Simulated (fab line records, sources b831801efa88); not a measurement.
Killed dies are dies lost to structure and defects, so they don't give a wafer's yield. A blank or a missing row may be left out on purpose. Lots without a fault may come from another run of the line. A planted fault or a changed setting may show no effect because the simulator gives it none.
Problem report in the 8D (eight disciplines) form, filled by code | flow gf180mcu | the parts of the form that need people (team, actions taken, sign-off) are left out

1. THE PROBLEM
chamber_pressure_pa at GF_MIM_SPUTTER_02 reads a mean of 0.4583 Pa on 6 wafers of 2 lots; wafers without a fault read 0.3999 Pa with a standard deviation of 0.00081. That is +72 standard deviations from the usual mean.
The step: material AlCu, target thk 450 nm, time 23.9 s.
First seen on wafer L503.4, day 28 18:26, on pvd_sputter-02. The record holds 42 wafers of 14 lots with a number at this step. Rule for "out", or "out of limits": more than 4 standard deviations from the usual mean. The other wafers with a number count as sound.

2. WHAT IT IS AND WHAT IT IS NOT
question                    | is                     | is not
which readings at this step | chamber_pressure_pa    | -
which lots                  | L503, L505             | L491, L492, L493, L494, L495, L496, L506, L507, L509, L510, L513, L514
which wafers of those lots  | all that have a number | -
read on which tools         | pvd_sputter-02         | pvd_sputter-01, pvd_sputter-03
when                        | from day 28 18:26      | up to then (18 sound wafers); but 18 sound wafers of L506, L507, L509, L510, L513, L514 came after

3. SUSPECTS, AND WHAT RULES EACH OUT
Counting: a tool at a process step up to the reading stays a suspect if it ran every lot that is out and no sound lot after the first of them.
- pvd_sputter-02 at GF_MIM_SPUTTER_02 (material AlCu, target thk 450 nm, time 23.9 s): ruled out as a lasting fault. Sound lots L513, L514 ran on it after its first lot that is out, L503 (day 28 18:26).
Left after counting: nothing in the record.

4. THE CAUSE (what the simulator had put in)
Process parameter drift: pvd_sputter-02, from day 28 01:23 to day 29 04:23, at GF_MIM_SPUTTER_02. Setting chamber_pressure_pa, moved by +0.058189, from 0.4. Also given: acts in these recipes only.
Counting ruled it out, wrongly.

5. THE CHAIN OF EFFECTS, in route order
Each row: a reading whose mean over the struck wafers that have a number lies more than 3 standard deviations from the usual. Only readings for which the record gives a usual standard deviation are gone through. hours: the time from each lot's start at the first step in this table that gives one to its start at this step, as a median over the lots. sigmas: the change in usual standard deviations.
hours | step              | reading             | usual     | on struck wafers | change  | sigmas
0     | GF_MIM_SPUTTER_02 | chamber_pressure_pa | 0.3999 Pa | 0.4583           | +0.0584 | +72
The process steps in it:
- GF_MIM_SPUTTER_02: material AlCu, target thk 450 nm, time 23.9 s.

6. WHAT WOULD HAVE CAUGHT IT SOONER
In this record the first reading out of limits was taken at day 28 18:26, 17 hours after the fault began at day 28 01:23.
